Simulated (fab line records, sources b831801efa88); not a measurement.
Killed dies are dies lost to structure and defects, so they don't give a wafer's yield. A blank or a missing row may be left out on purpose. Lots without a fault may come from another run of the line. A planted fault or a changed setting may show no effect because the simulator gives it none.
fab line records | flow sky130
record lots=6 wafers=18 last_day=49
route steps=708 shown FIELD_ISO@29 NWELL@32 DNWELL@35
lots that met no fault: from a run of the same line without faults
start_h: hours from the record's first day to the start of the lot's first wafer shown | wait_h: hours since the lot's step before | " the same as in the row above | L1.1+2: a row that stands for several wafers | - no value, or no start given | * or withheld: withheld | < > ~ a bound
route shown NAME@n: a module of which the file shows steps, and the number in the route of the first | usual: mean/standard deviation of fault-free wafers | same: alike in all rows | chamber/n: place in a boat | sites: the reading at each site | _std_site: their standard deviation | _edge_site: outer sites' mean less inner sites' | radius_mm: how far each site lies from the wafer's centre | mask NAME#n: copy n | behind: the tool/chamber that last shaped the wafer | hold: why the lot was held/for how many hours/how that ended | device: the transistor (n, p or np) that didn't switch | end of line: the same wafers' tests at the end of the route | a step without rows: its recipe alone | killed: dies lost to structure and defects at the first sort, not the wafer's yield | map: a wafer's dies, x killed, . not, _ none there
set.NAME: the setting as run; set.NAME@STEP: as run at that earlier step | model.NAME: the simulator's own value behind a step, which no gauge read
lots at some steps of the route; a table a step, a row a wafer
## steps
# step SKY_FIELD_ISO_WET_ETCH_28
# recipe chemistry=dHF target_depth_nm=23.7 target=SiO2 dilution=10:1 temp_c=25 time_s=47
# step SKY_FIELD_ISO_WET_ETCH_29
# recipe chemistry=H3PO4 target_depth_nm=160 target=Si3N4 temp_c=160 time_s=1825
# step SKY_FIELD_ISO_WET_ETCH_30
# recipe chemistry=dHF target_depth_nm=25 target=SiO2 dilution=10:1 temp_c=25 time_s=50
# step SKY_NWELL_CLEAN_00
# recipe chemistry=SC1/SC2 mix=1:4:20 temp_c=70 time_s=150 dry=n2_spin
# step SKY_NWELL_OXIDATION_01
# recipe temp_c=900 ambient=O2 stabilise_s=600 purge_s=300 target_thk_a=100 ox_time_s=1418
# step SKY_NWELL_THK_MEAS_02
# recipe reads=SiO2_of_NWELL_OXIDATION_01
# usual NWELL_OXIDATION_THK=10.02/0.21
# columns lot.wafer tool chamber start_h wait_h NWELL_OXIDATION_THK[nm]
L398.2 film_metro-01 - 33.40 0.0 9.76
L398.3 " - " " 9.94
L398.5 " - " " 9.86
L409.2 film_metro-02 - 93.57 0.0 9.89
L409.5 " - " " 9.96
L409.6 " - " " 9.82
L408.1 film_metro-04 - 94.32 0.0 10.14
L408.5 " - " " 10.13
L408.6 " - " " 10.28
L414.2 film_metro-01 - 121.73 0.0 9.98
L414.3 " - " " 9.96
L414.5 " - " " 9.95
L415.3 film_metro-01 - 126.27 0.0 9.71
L415.5 " - " " 9.77
L415.6 " - " " 9.90
L417.1 film_metro-01 - 137.75 0.0 10.07
L417.2 " - " " 10.17
L417.5 " - " " 10.22
# step SKY_DNWELL_DEHYDRATE_00
# recipe temp_c=200 time_s=60
# step SKY_DNWELL_HMDS_01
# recipe prime_time_s=60 prime_temp_c=120
# step SKY_DNWELL_COAT_02
# recipe spin_rpm=2000 resist_thk_nm=3000
# step SKY_DNWELL_SOFTBAKE_03
# recipe temp_c=110 time_s=withheld
# step SKY_DNWELL_EXPOSE_04
# recipe mask_id=DNM na=0.57 target_cd_nm=3000 dose_mj=222
# step SKY_DNWELL_PEB_05
# recipe temp_c=115 time_s=withheld
# step SKY_DNWELL_DEVELOP_06
# recipe wall_angle_deg=90 developer=TMAH develop_time_s=60 dev_temp_c=23
# usual developer_temp_C=23.00/0.12
# columns lot.wafer tool chamber start_h wait_h developer_temp_C
L398.2 litho_track-02 0 48 - 23.22
L398.3 " 0 " " 23.21
L398.5 " 0 " " 23.17
L409.2 litho_track-02 0 111 - 22.71
L409.5 " 0 " " 22.87
L409.6 " 0 " " 22.85
L408.1 litho_track-01 0 112 - 23.08
L408.5 " 0 " " 23.14
L408.6 " 0 " " 22.97
L414.2 litho_track-02 0 140 - 23.82
L414.3 " 0 " " 24.00
L414.5 " 0 " " 23.77
L415.3 litho_track-02 0 144 - 23.93
L415.5 " 0 " " 24.02
L415.6 " 0 " " 24.16
L417.1 litho_track-04 0 156 - 22.87
L417.2 " 0 " " 22.98
L417.5 " 0 " " 23.00
# step SKY_DNWELL_IMPLANT_07
# recipe species=P energy_kev=withheld dose_cm2=withheld tilt_deg=withheld
## key
first_sign step=SKY_DNWELL_DEVELOP_06 reading=developer_temp_C direction=up sigmas=8.1 usual=* struck=*
effect none on later readings
met_at SKY_DNWELL_DEVELOP_06
struck_wafers L414.2,L414.3,L414.5,L415.3,L415.5,L415.6
tester_left_out L414,L415
onset_between 111 140
fault kind=process_parameter_drift tool=litho_track-02 chamber=- onset_h=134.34 steps=SKY_DNWELL_DEVELOP_06 channel=dev_temp_c offset=* shape=step end_h=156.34 acts_in=* stated=*
# tester_left_out: of these lots the tester's yield and bins aren't shown, on N5 and GAA mostly nor the transistor test; their killed dies are dies lost to structure and defects alone, not to doping, threshold or leakage, so they don't give the yield
